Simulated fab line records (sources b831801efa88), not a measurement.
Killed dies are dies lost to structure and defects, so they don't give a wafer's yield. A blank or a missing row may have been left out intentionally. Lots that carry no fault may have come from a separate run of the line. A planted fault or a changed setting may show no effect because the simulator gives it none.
One fault seen from 2 desks || flow sfq line || only its own numbers are on each desk; what lay behind them is given at the end

DESK OF THE TOOL OWNER: pvd sputter-05
The tool's own readings at SFQ_TRILAYER_M6_DEP_SPUTTER_157 (material Nb, target thk 200 nm, time 133.3 s): means of the sampled wafers that have a number, for each lot that ran on this tool. If a lot's mean is further than 4 standard deviations from the usual mean, the lot is out of limits and carries the mark OUT (the distance appears in the brackets).
Columns: A = chamber pressure pa at SFQ_TRILAYER_M6_DEP_SPUTTER_157, usual 0.13331 Pa; B = throttle valve pct at SFQ_TRILAYER_M6_DEP_SPUTTER_157, usual 30.4 %
{"lot": "L596", "first seen here": "day 65 08:50", "A": 0.13306, "B": 30.1}
{"lot": "L600", "first seen here": "day 70 20:46", "A": 0.13338, "B": 30.1}
{"lot": "L611", "first seen here": "day 72 08:16", "A": 0.13304, "B": 30.6}
{"lot": "L612", "first seen here": "day 72 16:43", "A": 0.13358, "B": 30.6}
{"lot": "L613", "first seen here": "day 72 22:40", "A": 0.13321, "B": 30.5}
This desk's finding: nothing out of limits on any of the 5 lots.

AT THE METROLOGY DESK
What the gauges read for every lot (on any tool): the sampled wafers with a number, averaged. If a lot's mean is further than 4 standard deviations from the usual mean, the lot is out of limits and carries the mark OUT (the distance appears in the brackets).
Columns: A = J5_OVL at SFQ_JJ_OVL_MEAS_931, usual -4 nm; B = M6_NB_RS at SFQ_M6_RS_MEAS_938, usual 0.894 ohm/sq
{"lot": "L596", "first seen here": "day 50 09:25", "A": -4, "B": 0.882}
{"lot": "L597", "first seen here": "day 52 01:34", "A": -5, "B": 0.903}
{"lot": "L599", "first seen here": "day 52 03:58", "A": -10, "B": 0.886}
{"lot": "L600", "first seen here": "day 52 05:10", "A": 8, "B": 0.914}
{"lot": "L601", "first seen here": "day 52 07:34", "A": -10, "B": 0.892}
{"lot": "L610", "first seen here": "day 58 03:27", "A": -12, "B": 0.875}
{"lot": "L611", "first seen here": "day 58 15:22", "A": 7, "B": 0.892}
{"lot": "L612", "first seen here": "day 59 01:29", "A": -11, "B": "1.531 (+64) OUT"}
{"lot": "L613", "first seen here": "day 59 09:08", "A": -2, "B": "1.196 (+30) OUT"}
{"lot": "L614", "first seen here": "day 59 12:15", "A": -2, "B": 0.895}
{"lot": "L615", "first seen here": "day 59 20:05", "A": -10, "B": 0.889}
{"lot": "L616", "first seen here": "day 59 23:11", "A": -5, "B": 0.888}
{"lot": "L618", "first seen here": "day 60 08:56", "A": 5, "B": 0.896}
{"lot": "L619", "first seen here": "day 60 12:32", "A": 2, "B": 0.910}
Finding of this desk: L612, L613 out of limits, first seen on L612 at day 72 16:50 (M6_NB_RS at SFQ_M6_RS_MEAS_938). In limits: L596, L597, L599, L600, L601, L610, L611, L614, L615, L616, L618, L619.

BROUGHT TOGETHER
An alarm was possible from the metrology desk at day 72 16:50, on L612, L613.
The tool owner's desk saw nothing out of limits.
Tool owner's desk: L612, L613 on record, inside its limits.
All the named lots went through SFQ_TRILAYER_M6_DEP_SPUTTER_157 on pvd sputter-05.

WHAT HAD BEEN PUT IN BY THE SIMULATOR
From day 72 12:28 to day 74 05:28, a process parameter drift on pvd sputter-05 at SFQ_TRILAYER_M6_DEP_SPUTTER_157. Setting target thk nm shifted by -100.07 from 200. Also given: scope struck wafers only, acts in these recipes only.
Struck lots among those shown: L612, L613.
Delay in hours, fault start to first out-of-limits reading, per desk: metrology desk 4.
